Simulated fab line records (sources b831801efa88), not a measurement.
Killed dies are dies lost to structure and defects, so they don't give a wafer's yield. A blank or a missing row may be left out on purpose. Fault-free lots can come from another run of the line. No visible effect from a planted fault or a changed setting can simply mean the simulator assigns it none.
8D (eight disciplines) problem report, filled in by code || flow sky130 || the parts of the form that need people (team, actions taken, sign-off) are left out

== 1. WHAT WENT WRONG ==
oes-product-au at SKY_VIA1_ETCH_15 reads a mean of 0.807 a.u. on 1 wafer of 1 lot; wafers without a fault read 0.982 a.u. with a standard deviation of 0.006. That puts it -29 standard deviations away from the usual mean.
The step: etches SiO2 in C4F8/O2/Ar, stops on TiN, target depth 351 nm, time 54 s.
First observed at day 39 23:42: wafer L369.3, on rie-diel-02. At this step, 38 wafers from 13 lots have a number in the record. Rule for "out", or "out of limits": more than 4 standard deviations from the usual mean. The other wafers with a number count as sound.

== 2. WHAT IT IS, WHAT IT ISN'T ==
{"question": "which readings at this step", "is": "oes-product-au", "is not": "-"}
{"question": "which lots", "is": "L369", "is not": "L349, L350, L351, L352, L353, L354, L355, L356, L358, L359, L362, L371"}
{"question": "which wafers of those lots", "is": "L369.3", "is not": "L369.6"}
{"question": "read on which tools", "is": "rie-diel-02", "is not": "rie-diel-03, rie-diel-04"}
{"question": "when", "is": "from day 39 23:42", "is not": "up to then (34 sound wafers); but 3 sound wafers of L371 came after"}

== 3. THE SUSPECTS, EACH WITH WHAT RULES IT OUT ==
Counting: if a tool at a process step up to the reading ran every lot that is out, it stays a suspect. Sound lots after the first of them don't rule it out here, since some wafers of a struck lot are sound.
- rie-diel-02 at SKY_VIA1_ETCH_15 (etches SiO2 in C4F8/O2/Ar, stops on TiN, target depth 351 nm, time 54 s): kept. L369, the lot that is out, went through it at day 39 23:42; up to then, the latest sound lot through it was L362 at day 38 02:59. Its own oes-product-au readings are out on those wafers.
- Within rie-diel-02 at SKY_VIA1_ETCH_15, the wafers that are out were processed in chamber 0 and their sound lot-mates in chamber 1.
The count leaves rie-diel-02 at SKY_VIA1_ETCH_15.

== 4. THE CAUSE (what the simulator had put in) ==
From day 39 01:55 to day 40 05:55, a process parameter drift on rie-diel-02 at SKY_VIA1_ETCH_15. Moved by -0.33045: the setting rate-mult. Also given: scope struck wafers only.
Only this tool survived the counting.

== 5. SEQUENCE OF EFFECTS, ordered by route ==
Rows list readings where the struck wafers' mean (over those with a number) sits beyond 3 standard deviations from the usual. Readings are gone through only where the record gives a usual standard deviation; hours: the median, over the lots, of the time from a lot's start at the first step in this table giving one to that lot's start at this step; sigmas: the change measured in usual standard deviations.
{"hours": 0, "step": "SKY_VIA1_ETCH_15", "reading": "oes-product-au", "usual": "0.982 a.u.", "on struck wafers": 0.807, "change": -0.175, "sigmas": -29}
{"hours": 0, "step": "SKY_VIA1_STRIP_16", "reading": "strip-time-to-endpoint-s", "usual": "4.442 s", "on struck wafers": 4.679, "change": "+0.237", "sigmas": "+9.9"}
Process steps it contains:
- SKY_VIA1_ETCH_15: etches SiO2 in C4F8/O2/Ar, stops on TiN, target depth 351 nm, time 54 s.
- SKY_VIA1_STRIP_16: strips in O2/N2.

== 6. HOW IT WOULD HAVE BEEN CAUGHT EARLIER ==
In this record no reading fell out of limits until day 39 23:42, 22 hours after the fault had begun at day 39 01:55.
